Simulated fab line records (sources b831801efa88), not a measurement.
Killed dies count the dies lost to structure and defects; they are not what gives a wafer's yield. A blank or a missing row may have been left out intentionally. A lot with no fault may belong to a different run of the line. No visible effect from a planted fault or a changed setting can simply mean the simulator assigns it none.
fab line records	flow sky130
[record] lots = 9	wafers = 27	lastDay = 51
route steps=708 shown METAL1@452 METAL2@485 PAD_OPEN@708
lots untouched by any fault: they come from a run of this same line in which no faults occurred
startH: hours from the record's opening day to when the first of the lot's shown wafers began	waitH: time in hours since the lot's previous step	" same as the row above	L1.1+2: one row covering several wafers at once	- value missing, or start not given	* or withheld: withheld	< > ~ a bound
route shown NAME@n: names a module that has steps shown in the file, with the first one's number in the route	usual: mean/standard deviation of fault-free wafers	same: alike in all rows	chamber/n: place in a boat	sites: the reading at each site	_std_site: the standard deviation of these	_edge_site: mean of outer sites minus mean of inner sites	radiusMm: how far each site lies from the wafer's centre	mask NAME#n: copy n	behind: tool/chamber where the wafer was last shaped	hold: why the lot was held/for how many hours/how that ended	device: transistor that didn't switch, given as n, p or np	end of line: the same wafers' tests at the end of the route	step lacking rows: just its recipe	killed: dies lost to structure and defects at the first sort, not the wafer's yield	map: shows each die of a wafer: x if killed, . if not, _ if none is there
set.NAME: the setting that was run; set.NAME@STEP: the one run at that earlier step	model.NAME: the simulator's own value behind a step, which no gauge read
one table for each step of the route and one row for each wafer, over a sample of lots
services: a tool's chamber out of use, with start hour (startH, from the record's first day; less than 0 if before it), hours out, and reason
[[steps]]
[step SKY_METAL1_ETCH_18]
[recipe] chemistry = N2/H2	target = BARC	ionEnergyEv = 200	biasW = 100	pressureMtorr = 30	n2FlowSccm = 100	h2FlowSccm = 200	icpW = 500	stopOn = SiO2	timeS = 45.9	targetDepthA = 600
[usual] drypumpMotorCurrentA = 5.5/0.38	heBacksideLeakSccm = 3.42/0.2	n2FlowSccm = 100.00/0.29	oesProductAu = 0.855/0.0049	throttleValvePct = 13.225/0.0082
lot.wafer	tool	chamber	startH	waitH	drypumpMotorCurrentA	heBacksideLeakSccm	n2FlowSccm	oesProductAu	rfHoursCounterH	throttleValvePct
L326.1	rieMetal-03	1	795.83	0.0	5.2	3.52	99.71	0.848	13	13.229
L326.3	"	1	"	"	5.2	3.48	100.36	0.863	-	13.224
L326.5	"	0	"	"	5.1	3.28	100.00	0.847	-	13.223
L325.1	rieMetal-04	0	797.34	0.0	6.3	3.39	99.61	0.856	8	13.228
L325.4	"	0	"	"	6.3	3.34	99.88	0.858	-	13.227
L325.5	"	1	"	"	5.6	3.42	100.09	0.855	-	13.205
L329.2	rieMetal-03	1	818.58	0.0	5.2	3.23	99.92	0.851	14	13.235
L329.3	"	0	"	"	5.1	3.24	100.45	0.862	-	13.229
L329.6	"	0	"	"	5.1	3.25	100.58	0.855	-	13.225
L330.3	rieMetal-01	1	827.76	0.0	5.3	3.42	100.04	0.851	-	13.223
L330.5	"	0	"	"	5.9	3.21	100.01	0.863	-	13.231
L330.6	"	1	"	"	5.4	3.55	100.06	0.861	-	13.231
L331.1	rieMetal-01	0	832.49	0.0	5.9	3.24	100.12	0.854	14	13.220
L331.2	"	1	"	"	5.4	3.62	100.44	0.853	11	13.216
L331.5	"	0	"	"	5.9	3.19	100.04	0.855	-	13.240
L333.1	rieMetal-03	0	844.44	0.0	5.1	3.18	100.15	0.850	6	13.222
L333.3	"	1	"	"	5.2	3.30	99.84	0.847	-	13.224
L333.6	"	1	"	"	5.2	3.28	100.06	0.860	-	13.245
L335.1	rieMetal-01	0	860.59	0.0	5.9	3.38	100.26	0.858	0	13.217
L335.5	"	0	"	"	5.9	3.48	100.19	0.859	-	13.223
L335.6	"	1	"	"	5.4	3.43	100.55	0.855	-	13.208
L340.2	rieMetal-01	1	895.34	0.0	5.4	3.47	99.37	0.850	15	13.223
L340.3	"	1	"	"	5.4	3.53	99.81	0.855	-	13.223
L340.4	"	0	"	"	5.9	3.38	99.91	0.857	-	13.233
L348.4	rieMetal-04	0	950.96	0.0	6.3	3.23	99.49	0.856	-	13.220
L348.5	"	0	"	"	6.3	3.26	99.86	0.856	-	13.233
L348.6	"	1	"	"	5.6	3.54	99.95	0.857	-	13.213
[step SKY_METAL2_SPUTTER_02]
[recipe] material = AlCu	targetThkNm = 250	powerW = 10600	timeS = 13.3	chamberPressurePa = 0.4
[usual] chamberPressurePa = 0.4000/0.00078	throttleValvePct = 30.1/1
lot.wafer	tool	chamber	startH	waitH	chamberPressurePa	throttleValvePct
L326.1	pvdSputter-02	-	825.92	0.0	0.4008	31.2
L326.3	"	-	"	"	0.4013	30.2
L326.5	"	-	"	"	0.4008	30.1
L325.1	pvdSputter-01	-	827.04	0.0	0.4006	28.5
L325.4	"	-	"	"	0.3996	31.8
L325.5	"	-	"	"	0.3990	30.2
L329.2	pvdSputter-04	-	847.87	0.0	0.4003	30.9
L329.3	"	-	"	"	0.4001	31.5
L329.6	"	-	"	"	0.4002	31.4
L330.3	pvdSputter-01	-	859.43	0.0	0.3994	28.9
L330.5	"	-	"	"	0.4007	28.8
L330.6	"	-	"	"	0.4004	31.6
L331.1	pvdSputter-01	-	862.83	0.0	0.4005	31.8
L331.2	"	-	"	"	0.4007	28.7
L331.5	"	-	"	"	0.3994	30.0
L333.1	pvdSputter-04	-	874.87	0.0	0.3989	31.5
L333.3	"	-	"	"	0.3998	30.9
L333.6	"	-	"	"	0.4007	30.0
L335.1	pvdSputter-01	-	889.76	0.0	0.3998	28.8
L335.5	"	-	"	"	0.4004	28.8
L335.6	"	-	"	"	0.3997	28.8
L340.2	pvdSputter-01	-	924.21	0.0	0.3992	29.0
L340.3	"	-	"	"	0.3988	30.2
L340.4	"	-	"	"	0.3997	31.6
L348.4	pvdSputter-04	-	979.55	0.0	0.4014	29.5
L348.5	"	-	"	"	0.3992	30.0
L348.6	"	-	"	"	0.4007	31.8
[step SKY_METAL2_RS_MEAS_05]
[recipe] thkMeasGauge = four-point-probe	reads = TiN_of_METAL2_SPUTTER_04+Ti_of_METAL2_SPUTTER_03+AlCu_of_METAL2_SPUTTER_02+TiN_of_METAL2_SPUTTER_01+Ti_of_METAL2_SPUTTER_00
[usual] METAL2_ALCU_RS = 0.1264/0.0017
lot.wafer	tool	chamber	startH	waitH	METAL2_ALCU_RS[ohm/sq]
L326.1	filmMetro-03	-	826.01	0.0	0.1275
L326.3	"	-	"	"	0.1293
L326.5	"	-	"	"	0.1287
L325.1	filmMetro-03	-	827.13	0.0	0.1283
L325.4	"	-	"	"	0.1279
L325.5	"	-	"	"	0.1255
L329.2	filmMetro-01	-	847.98	0.0	0.1260
L329.3	"	-	"	"	0.1257
L329.6	"	-	"	"	0.1245
L330.3	filmMetro-03	-	859.56	0.1	0.1284
L330.5	"	-	"	"	0.1284
L330.6	"	-	"	"	0.1270
L331.1	filmMetro-03	-	862.92	0.0	0.1265
L331.2	"	-	"	"	0.1280
L331.5	"	-	"	"	0.1274
L333.1	filmMetro-03	-	874.96	0.0	0.1230
L333.3	"	-	"	"	0.1236
L333.6	"	-	"	"	0.1240
L335.1	filmMetro-01	-	889.85	0.0	0.1276
L335.5	"	-	"	"	0.1290
L335.6	"	-	"	"	0.1289
L340.2	filmMetro-01	-	924.32	0.0	0.1664
L340.3	"	-	"	"	0.1289
L340.4	"	-	"	"	0.1271
L348.4	filmMetro-04	-	979.71	0.1	0.1226
L348.5	"	-	"	"	0.1227
L348.6	"	-	"	"	0.1229
[step SKY_METAL2_THK_MEAS_06]
[recipe] thkMeasGauge = xrf	reads = AlCu_of_METAL2_SPUTTER_02
[usual] METAL2_ALCU_THK = 254/3.6
lot.wafer	tool	chamber	startH	waitH	METAL2_ALCU_THK[nm]
L326.1	filmMetro-03	-	826.13	0.1	255
L326.3	"	-	"	"	251
L326.5	"	-	"	"	251
L325.1	filmMetro-03	-	827.25	0.1	252
L325.4	"	-	"	"	250
L325.5	"	-	"	"	258
L329.2	filmMetro-01	-	848.09	0.1	252
L329.3	"	-	"	"	256
L329.6	"	-	"	"	256
L330.3	filmMetro-03	-	859.66	0.1	248
L330.5	"	-	"	"	249
L330.6	"	-	"	"	252
L331.1	filmMetro-03	-	863.04	0.1	254
L331.2	"	-	"	"	249
L331.5	"	-	"	"	252
L333.1	filmMetro-03	-	875.08	0.1	263
L333.3	"	-	"	"	260
L333.6	"	-	"	"	258
L335.1	filmMetro-01	-	889.97	0.1	250
L335.5	"	-	"	"	248
L335.6	"	-	"	"	249
L340.2	filmMetro-01	-	924.43	0.1	192
L340.3	"	-	"	"	251
L340.4	"	-	"	"	252
L348.4	filmMetro-04	-	979.80	0.1	263
L348.5	"	-	"	"	263
L348.6	"	-	"	"	262
[step SKY_METAL2_OVL_MEAS_16]
[usual] METAL2_OVL = -7/5
lot.wafer	tool	chamber	startH	waitH	METAL2_OVL[nm]
L326.1	overlay-02	-	853.17	0.1	-10
L326.3	"	-	"	"	-18
L326.5	"	-	"	"	-14
L325.1	overlay-02	-	853.62	0.1	-13
L325.4	"	-	"	"	-4
L325.5	"	-	"	"	-11
L329.2	overlay-02	-	874.98	0.1	-14
L329.3	"	-	"	"	-14
L329.6	"	-	"	"	-10
L330.3	overlay-01	-	885.48	0.1	0
L330.5	"	-	"	"	-5
L330.6	"	-	"	"	-11
L331.1	overlay-02	-	889.57	0.1	-8
L331.2	"	-	"	"	0
L331.5	"	-	"	"	-4
L333.1	overlay-02	-	901.22	0.1	-2
L333.3	"	-	"	"	0
L333.6	"	-	"	"	-9
L335.1	overlay-02	-	915.92	0.1	-11
L335.5	"	-	"	"	-9
L335.6	"	-	"	"	-15
L340.2	overlay-02	-	950.02	0.1	-8
L340.3	"	-	"	"	-4
L340.4	"	-	"	"	-10
L348.4	overlay-02	-	1003.84	0.1	-8
L348.5	"	-	"	"	-7
L348.6	"	-	"	"	-7
[step SKY_METAL2_DESCUM_17]
[recipe] chemistry = O2	sourcePowerW = 150	biasPowerW = 0	pressureMtorr = 10	tempC = 40	timeS = 8
[usual] drypumpMotorCurrentA = 5.9/0.46	heBacksideLeakSccm = 3.32/0.21	oesProductAu = 1.004/0.0079
lot.wafer	tool	chamber	startH	waitH	drypumpMotorCurrentA	heBacksideLeakSccm	oesProductAu	rfHoursCounterH
L326.1	rieMetal-04	1	853.21	0.0	5.5	3.33	1.004	5
L326.3	"	0	"	"	6.3	3.48	0.990	-
L326.5	"	1	"	"	5.6	3.37	1.000	-
L325.1	rieMetal-02	1	853.65	0.0	6.2	3.10	0.999	6
L325.4	"	0	"	"	6.1	3.08	0.998	-
L325.5	"	1	"	"	6.2	3.27	1.008	-
L329.2	rieMetal-02	0	875.01	0.0	6.1	3.01	1.001	18
L329.3	"	0	"	"	6.1	3.04	0.994	-
L329.6	"	0	"	"	6.1	3.09	1.006	-
L330.3	rieMetal-04	0	885.51	0.0	6.3	3.42	0.997	-
L330.5	"	0	"	"	6.3	3.54	1.005	-
L330.6	"	1	"	"	5.5	3.17	1.010	-
L331.1	rieMetal-04	0	889.61	0.0	6.3	3.51	0.994	12
L331.2	"	1	"	"	5.5	3.12	1.009	6
L331.5	"	0	"	"	6.3	3.99	0.998	-
L333.1	rieMetal-03	1	901.26	0.0	5.1	3.49	1.012	0
L333.3	"	0	"	"	5.2	3.27	1.020	-
L333.6	"	0	"	"	5.1	3.23	1.019	-
L335.1	rieMetal-02	0	915.95	0.0	6.1	3.10	1.004	20
L335.5	"	1	"	"	6.3	3.29	1.009	-
L335.6	"	0	"	"	6.1	3.09	1.000	-
L340.2	rieMetal-02	1	950.05	0.0	6.2	3.19	1.010	11
L340.3	"	0	"	"	6.1	3.03	1.003	-
L340.4	"	1	"	"	6.2	3.26	1.011	-
L348.4	rieMetal-02	1	1003.86	0.0	6.2	3.22	1.000	-
L348.5	"	0	"	"	6.1	3.10	1.007	-
L348.6	"	1	"	"	6.2	3.11	1.000	-
[step SKY_METAL2_METAL_ETCH_19]
[recipe] targetDepthA = 3600	stopOn = SiO2	overEtchFrac = 0.3	timeS = 78	chemistry = Cl2/BCl3	resistSidewallDeg = 88	pressureMtorr = 10	icpW = 900	biasW = 48.5	Cl2_flow_sccm = 60	bcl3FlowSccm = 30
[usual] drypumpMotorCurrentA = 5.9/0.46	heBacksideLeakSccm = 3.31/0.22	oesProductAu = 0.854/0.0062	throttleValvePct = 22.263/0.0099
lot.wafer	tool	chamber	startH	waitH	drypumpMotorCurrentA	heBacksideLeakSccm	oesProductAu	rfHoursCounterH	throttleValvePct
L326.1	rieMetal-04	1	853.34	0.1	5.5	3.78	0.852	5	22.266
L326.3	"	0	"	"	6.3	3.13	0.852	-	22.256
L326.5	"	1	"	"	5.5	3.51	0.854	-	22.273
L325.1	rieMetal-02	1	853.75	0.0	6.2	3.06	0.852	6	22.242
L325.4	"	0	"	"	6.1	2.95	0.859	-	22.277
L325.5	"	1	"	"	6.3	3.08	0.851	-	22.266
L329.2	rieMetal-02	0	875.10	0.0	6.1	3.00	0.865	18	22.266
L329.3	"	0	"	"	6.1	3.16	0.858	-	22.265
L329.6	"	0	"	"	6.1	3.11	0.857	-	22.255
L330.3	rieMetal-04	0	885.63	0.1	6.3	3.33	0.850	-	22.282
L330.5	"	0	"	"	6.3	3.40	0.842	-	22.262
L330.6	"	1	"	"	5.5	3.29	0.849	-	22.261
L331.1	rieMetal-04	0	889.70	0.0	6.3	3.58	0.858	12	22.254
L331.2	"	1	"	"	5.6	3.43	0.845	7	22.251
L331.5	"	0	"	"	6.3	3.78	0.855	-	22.246
L333.1	rieMetal-03	1	901.35	0.0	5.2	3.76	0.865	0	22.268
L333.3	"	0	"	"	5.1	3.38	0.862	-	22.257
L333.6	"	0	"	"	5.1	3.30	0.864	-	22.260
L335.1	rieMetal-02	0	916.05	0.0	6.1	3.17	0.848	20	22.275
L335.5	"	1	"	"	6.3	3.31	0.847	-	22.279
L335.6	"	0	"	"	6.1	3.04	0.845	-	22.270
L340.2	rieMetal-02	1	950.15	0.0	6.2	3.25	0.801	11	22.271
L340.3	"	0	"	"	6.1	3.13	0.848	-	22.254
L340.4	"	1	"	"	6.3	3.16	0.847	-	22.269
L348.4	rieMetal-02	1	1003.98	0.1	6.3	3.23	0.839	-	22.276
L348.5	"	0	"	"	6.1	3.09	0.852	-	22.264
L348.6	"	1	"	"	6.2	3.41	0.857	-	22.252
[step SKY_PAD_OPEN_PROBE_99]
[usual] defectLimitedYield = 82.5/2.2	killed_at_M0_to_M3 = 43/7.5	killed_at_M4_up = 3.2/1.9	killedAtContacts = 24/5.6	killedAtFrontEnd = 15/4.8	killedAtOther = 0.2/0.54	killedDies = 86/11	killedOpen = 47/7.6	killedShort = 39/7.1	sort_bin_3_pad_short = 0.8/0.36	sort_bin_5_function = 10.4/1.6	sort_bin_6_memory = 6.3/1.3	sortNPass = 406/11	sortYieldPct = 82.5/2.2
[same] grossDies = 492	killedAtBackSide = 0	sort_bin_4_leakage[%] = 0	sort_bin_8_speed[%] = 0
lot.wafer	tool	chamber	startH	waitH	defectLimitedYield[%]	killed_at_M0_to_M3	killed_at_M4_up	killedAtContacts	killedAtFrontEnd	killedAtOther	killedDies	killedOpen	killedShort	sort_bin_3_pad_short[%]	sort_bin_5_function[%]	sort_bin_6_memory[%]	sortNPass	sortYieldPct[%]
L326.1	prober-02	-	1106.79	0.1	83.9	44	2	17	15	1	79	43	36	1.0	7.7	7.3	413	83.9
L326.3	prober-02	-	1106.89	0.2	86.4	34	1	18	12	2	67	38	29	0.8	8.5	4.3	425	86.4
L326.5	prober-02	-	1106.99	0.2	82.7	46	2	26	11	0	85	48	37	0.8	9.8	6.7	407	82.7
L325.1	prober-01	-	1108.38	0.1	83.3	51	1	19	11	0	82	44	38	1.0	12.4	3.3	410	83.3
L325.4	prober-01	-	1108.53	0.2	82.1	57	2	16	13	0	88	49	39	0.4	9.1	8.3	404	82.1
L325.5	prober-01	-	1108.58	0.2	84.3	37	4	26	10	0	77	49	28	0.4	9.6	5.7	415	84.3
L329.2	prober-02	-	1127.85	0.1	85.0	35	3	26	10	0	74	40	34	0.4	7.9	6.7	418	85.0
L329.3	prober-02	-	1127.90	0.2	80.9	48	3	27	16	0	94	43	51	0.6	11.0	7.5	398	80.9
L329.6	prober-02	-	1128.05	0.2	82.7	41	3	24	17	0	85	46	39	0.2	12.6	4.5	407	82.7
L330.3	prober-01	-	1131.03	0.2	84.3	41	3	22	11	0	77	37	40	0.6	7.3	7.7	415	84.3
L330.5	prober-01	-	1131.13	0.2	83.5	38	5	20	16	2	81	40	41	0.8	8.7	6.9	411	83.5
L330.6	prober-01	-	1131.18	0.2	83.7	42	9	22	6	1	80	43	37	1.0	10.2	5.1	412	83.7
L331.1	prober-02	-	1137.71	0.1	82.7	45	6	20	14	0	85	51	34	0.6	9.6	7.1	407	82.7
L331.2	prober-02	-	1137.76	0.1	81.5	50	0	25	16	0	91	46	45	1.4	9.1	7.9	401	81.5
L331.5	prober-02	-	1137.91	0.2	80.7	45	4	27	19	0	95	54	41	1.2	11.0	7.1	397	80.7
L333.1	prober-02	-	1146.30	0.1	81.5	41	2	31	16	1	91	52	39	0.6	10.6	7.3	401	81.5
L333.3	prober-02	-	1146.40	0.2	79.9	48	2	34	15	0	99	53	46	0.6	11.4	8.1	393	79.9
L333.6	prober-02	-	1146.55	0.2	85.0	31	4	21	18	0	74	43	31	0.4	10.4	4.3	418	85.0
L335.1	prober-02	-	1156.88	0.1	80.9	49	3	24	18	0	94	56	38	0.8	11.2	7.1	398	80.9
L335.5	prober-02	-	1157.08	0.2	79.3	50	8	20	24	0	102	51	51	1.4	12.4	6.9	390	79.3
L335.6	prober-02	-	1157.13	0.2	79.7	50	3	30	17	0	100	46	54	1.0	12.4	6.9	392	79.7
L340.2	prober-01	-	1180.80	0.1	84.3	41	4	23	9	0	77	34	43	0.4	10.6	4.7	415	84.3
L340.3	prober-01	-	1180.85	0.2	78.3	60	7	26	14	0	107	56	51	1.8	12.4	7.5	385	78.3
L340.4	prober-01	-	1180.90	0.2	84.1	39	3	22	14	0	78	43	35	1.4	9.8	4.7	414	84.1
L348.4	prober-01	-	1219.53	0.2	82.1	44	3	25	15	1	88	43	45	1.0	10.0	6.9	404	82.1
L348.5	prober-01	-	1219.58	0.2	83.5	55	1	16	9	0	81	40	41	1.0	9.3	6.1	411	83.5
L348.6	prober-01	-	1219.63	0.2	85.8	45	0	15	10	0	70	32	38	0.6	8.3	5.3	422	85.8
// killed by level:class
L326.1 VIA1:geometricParticle:open=10 METAL1:geometricParticle:short=9 VIA2:geometricParticle:open=7 POLY_GATE:geometricParticle:short=6 LI_CONTACT:geometricParticle:open=6 VIA3:geometricParticle:open=6 LOCAL_INTERCONNECT:geometricParticle:short=5 VIA1:geometricParticle:short=5
L326.3 CONTACT:geometricParticle:open=8 METAL2:geometricParticle:short=6 VIA1:geometricParticle:open=5 VIA2:geometricParticle:open=5 VIA1:geometricParticle:short=5 FIELD_ISO:geometricParticle:short=4 FIELD_ISO:geometricParticle:open=4 METAL1:geometricParticle:short=4
L326.5 VIA3:geometricParticle:open=9 CONTACT:geometricParticle:open=9 VIA1:geometricParticle:open=8 METAL3:geometricParticle:short=8 LI_CONTACT:geometricParticle:open=6 LOCAL_INTERCONNECT:geometricParticle:short=5 METAL2:geometricParticle:short=5 POLY_GATE:geometricParticle:open=4
L325.1 VIA2:geometricParticle:open=11 METAL2:geometricParticle:short=8 CONTACT:geometricParticle:open=8 VIA1:geometricParticle:short=8 LI_CONTACT:geometricParticle:open=6 VIA1:geometricParticle:open=6 VIA3:geometricParticle:open=6 METAL1:geometricParticle:short=4
L325.4 VIA1:geometricParticle:open=12 VIA2:geometricParticle:open=11 CONTACT:geometricParticle:open=9 METAL1:geometricParticle:short=8 VIA3:geometricParticle:open=8 VIA1:geometricParticle:short=6 METAL2:geometricParticle:short=5 FIELD_ISO:geometricParticle:short=4
L325.5 CONTACT:geometricParticle:open=10 VIA1:geometricParticle:open=10 VIA2:geometricParticle:open=9 LI_CONTACT:geometricParticle:open=6 VIA3:geometricParticle:open=5 POLY_GATE:geometricParticle:open=4 LOCAL_INTERCONNECT:geometricParticle:short=4 METAL1:geometricParticle:short=4
L329.2 VIA1:geometricParticle:open=9 CONTACT:geometricParticle:open=8 LI_CONTACT:geometricParticle:open=7 CONTACT:geometricParticle:short=6 VIA2:geometricParticle:short=5 VIA3:geometricParticle:open=4 VIA2:geometricParticle:open=4 VIA1:geometricParticle:short=3
L329.3 CONTACT:geometricParticle:open=10 VIA1:geometricParticle:short=9 LI_CONTACT:geometricParticle:open=9 VIA3:geometricParticle:open=9 METAL2:geometricParticle:short=7 FIELD_ISO:geometricParticle:short=6 VIA1:geometricParticle:open=6 CONTACT:geometricParticle:short=5
L329.6 VIA1:geometricParticle:open=9 VIA2:geometricParticle:open=8 LI_CONTACT:geometricParticle:open=6 CONTACT:geometricParticle:short=6 FIELD_ISO:geometricParticle:short=5 VIA1:geometricParticle:short=5 POLY_GATE:geometricParticle:open=5 VIA2:geometricParticle:short=5
L330.3 CONTACT:geometricParticle:open=10 VIA3:geometricParticle:open=8 VIA1:geometricParticle:open=8 METAL2:geometricParticle:short=5 METAL3:geometricParticle:short=5 METAL1:geometricParticle:short=4 POLY_GATE:geometricParticle:short=4 LI_CONTACT:geometricParticle:open=4
L330.5 VIA3:geometricParticle:open=8 METAL3:geometricParticle:short=6 LI_CONTACT:geometricParticle:open=6 VIA1:geometricParticle:open=6 FIELD_ISO:geometricParticle:short=5 CONTACT:geometricParticle:short=5 VIA1:geometricParticle:short=5 CONTACT:geometricParticle:open=5
L330.6 VIA1:geometricParticle:open=10 LI_CONTACT:geometricParticle:open=8 CONTACT:geometricParticle:open=6 VIA3:geometricParticle:short=6 VIA3:geometricParticle:open=6 METAL4:geometricParticle:short=6 METAL2:geometricParticle:short=5 METAL1:geometricParticle:short=4
L331.1 VIA1:geometricParticle:open=12 CONTACT:geometricParticle:open=10 VIA3:geometricParticle:open=8 LI_CONTACT:geometricParticle:open=6 VIA1:geometricParticle:short=5 VIA2:geometricParticle:short=5 POLY_GATE:geometricParticle:short=4 METAL1:geometricParticle:short=4
L331.2 VIA1:geometricParticle:open=12 CONTACT:geometricParticle:open=9 VIA3:geometricParticle:open=7 CONTACT:geometricParticle:short=6 METAL3:geometricParticle:short=6 FIELD_ISO:geometricParticle:short=5 METAL1:geometricParticle:short=5 VIA1:geometricParticle:short=5
L331.5 VIA1:geometricParticle:open=15 LI_CONTACT:geometricParticle:open=9 POLY_GATE:geometricParticle:open=6 LOCAL_INTERCONNECT:geometricParticle:short=6 CONTACT:geometricParticle:open=6 METAL1:geometricParticle:short=5 VIA3:geometricParticle:open=5 METAL2:geometricParticle:short=5
L333.1 CONTACT:geometricParticle:open=11 VIA1:geometricParticle:open=11 CONTACT:geometricParticle:short=9 FIELD_ISO:geometricParticle:open=7 VIA2:geometricParticle:open=7 VIA1:geometricParticle:short=5 LI_CONTACT:geometricParticle:open=5 METAL2:geometricParticle:short=5
L333.3 CONTACT:geometricParticle:open=13 VIA1:geometricParticle:short=9 VIA1:geometricParticle:open=8 VIA3:geometricParticle:open=8 LI_CONTACT:geometricParticle:open=6 VIA2:geometricParticle:open=5 CONTACT:geometricParticle:short=5 VIA3:geometricParticle:short=5
L333.6 LI_CONTACT:geometricParticle:open=10 VIA3:geometricParticle:open=8 FIELD_ISO:geometricParticle:open=6 VIA2:geometricParticle:open=5 FIELD_ISO:geometricParticle:short=4 CONTACT:geometricParticle:open=4 CONTACT:geometricParticle:short=4 VIA1:geometricParticle:short=4
L335.1 METAL1:geometricParticle:short=11 VIA1:geometricParticle:open=11 CONTACT:geometricParticle:open=9 LI_CONTACT:geometricParticle:open=8 VIA3:geometricParticle:open=6 FIELD_ISO:geometricParticle:open=5 METAL2:geometricParticle:short=5 VIA2:geometricParticle:open=5
L335.5 VIA1:geometricParticle:open=12 FIELD_ISO:geometricParticle:open=8 METAL2:geometricParticle:short=8 VIA3:geometricParticle:open=8 FIELD_ISO:geometricParticle:short=6 POLY_GATE:geometricParticle:short=6 CONTACT:geometricParticle:open=6 METAL3:geometricParticle:short=5
L335.6 METAL2:geometricParticle:short=9 VIA3:geometricParticle:open=9 VIA1:geometricParticle:open=8 CONTACT:geometricParticle:open=7 METAL1:geometricParticle:short=7 FIELD_ISO:geometricParticle:open=6 LI_CONTACT:geometricParticle:open=6 CONTACT:geometricParticle:short=6
L340.2 CONTACT:geometricParticle:open=9 VIA1:geometricParticle:open=7 CONTACT:geometricParticle:short=6 METAL1:geometricParticle:short=6 VIA2:geometricParticle:short=6 METAL2:geometricParticle:short=5 VIA2:geometricParticle:open=5 VIA1:geometricParticle:short=4
L340.3 VIA1:geometricParticle:open=14 VIA3:geometricParticle:open=9 VIA2:geometricParticle:open=7 LI_CONTACT:geometricParticle:open=7 METAL2:geometricParticle:short=7 LOCAL_INTERCONNECT:geometricParticle:short=6 VIA1:geometricParticle:short=6 METAL1:geometricParticle:short=6
L340.4 METAL1:geometricParticle:short=9 LI_CONTACT:geometricParticle:open=8 CONTACT:geometricParticle:open=8 VIA2:geometricParticle:open=7 FIELD_ISO:geometricParticle:open=6 VIA1:geometricParticle:open=6 VIA3:geometricParticle:open=5 LOCAL_INTERCONNECT:geometricParticle:short=4
L348.4 CONTACT:geometricParticle:open=9 VIA1:geometricParticle:open=9 VIA3:geometricParticle:open=9 METAL2:geometricParticle:short=7 CONTACT:geometricParticle:short=6 FIELD_ISO:geometricParticle:short=5 LOCAL_INTERCONNECT:geometricParticle:short=5 METAL1:geometricParticle:short=5
L348.5 VIA1:geometricParticle:open=14 VIA3:geometricParticle:open=8 METAL1:geometricParticle:short=8 CONTACT:geometricParticle:short=6 CONTACT:geometricParticle:open=6 VIA1:geometricParticle:short=6 METAL2:geometricParticle:short=4 VIA2:geometricParticle:short=4
L348.6 VIA1:geometricParticle:open=10 METAL1:geometricParticle:short=8 VIA1:geometricParticle:short=8 CONTACT:geometricParticle:open=6 METAL2:geometricParticle:short=5 FIELD_ISO:geometricParticle:short=4 METAL1:geometricParticle:open=3 LOCAL_INTERCONNECT:geometricParticle:short=3
[[services]]
tool	chamber	startH	hours	kind
pvdSputter-01	-	776.04	2.4	repair
rieMetal-04	-	804.12	1.2	repair
pvdSputter-02	-	806.11	0.5	repair
rieMetal-01	0	839.52	-	clean
rieMetal-01	0	839.52	19.4	scheduledDown
rieMetal-01	0	839.52	19.4	ventCycle
pvdSputter-04	2	847.96	-	consumableReplace:kit
pvdSputter-04	2	847.96	18.0	scheduledDown
pvdSputter-04	2	847.96	18.0	ventCycle
rieMetal-03	1	854.95	-	clean
rieMetal-03	1	854.95	38.8	scheduledDown
rieMetal-03	1	854.95	38.8	ventCycle
pvdSputter-01	0	874.39	-	consumableReplace:kit
pvdSputter-01	0	874.39	18.0	scheduledDown
pvdSputter-01	0	874.39	18.0	ventCycle
rieMetal-04	-	888.27	0.5	repair
pvdSputter-02	-	900.47	3.7	repair
pvdSputter-02	-	903.01	5.2	repair
pvdSputter-02	-	927.52	1.5	repair
rieMetal-02	0	960.44	-	clean
rieMetal-02	0	960.44	12.9	scheduledDown
rieMetal-02	0	960.44	12.9	ventCycle
rieMetal-01	1	964.54	10.8	repair
pvdSputter-02	-	966.98	1.5	repair
[[key]]
[firstSign] step = SKY_METAL2_RS_MEAS_05	reading = METAL2_ALCU_RS	direction = up	sigmas = 23	usual = 0.1264	struck = 0.1664
[effect] step = SKY_METAL2_THK_MEAS_06	reading = METAL2_ALCU_THK	direction = down	sigmas = 17	usual = 254	struck = 192
[effect] step = SKY_METAL2_METAL_ETCH_19	reading = oesProductAu	direction = down	sigmas = 8.5	usual = 0.854	struck = 0.801
metAt SKY_METAL2_SPUTTER_02
struckLots L340
struckWafers L340.2
notActingAt SKY_METAL1_ETCH_18,SKY_METAL2_OVL_MEAS_16,SKY_METAL2_DESCUM_17
onsetBetween 889.76 924.21
[fault] kind = processParameterDrift	tool = pvdSputter-01	chamber = -	onsetH = 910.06	steps = SKY_METAL2_SPUTTER_02	channel = targetThkNm	offset = -56.076	shape = step	endH = 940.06	actsIn = theseRecipesOnly	stated = 250	scope = struckWafersOnly
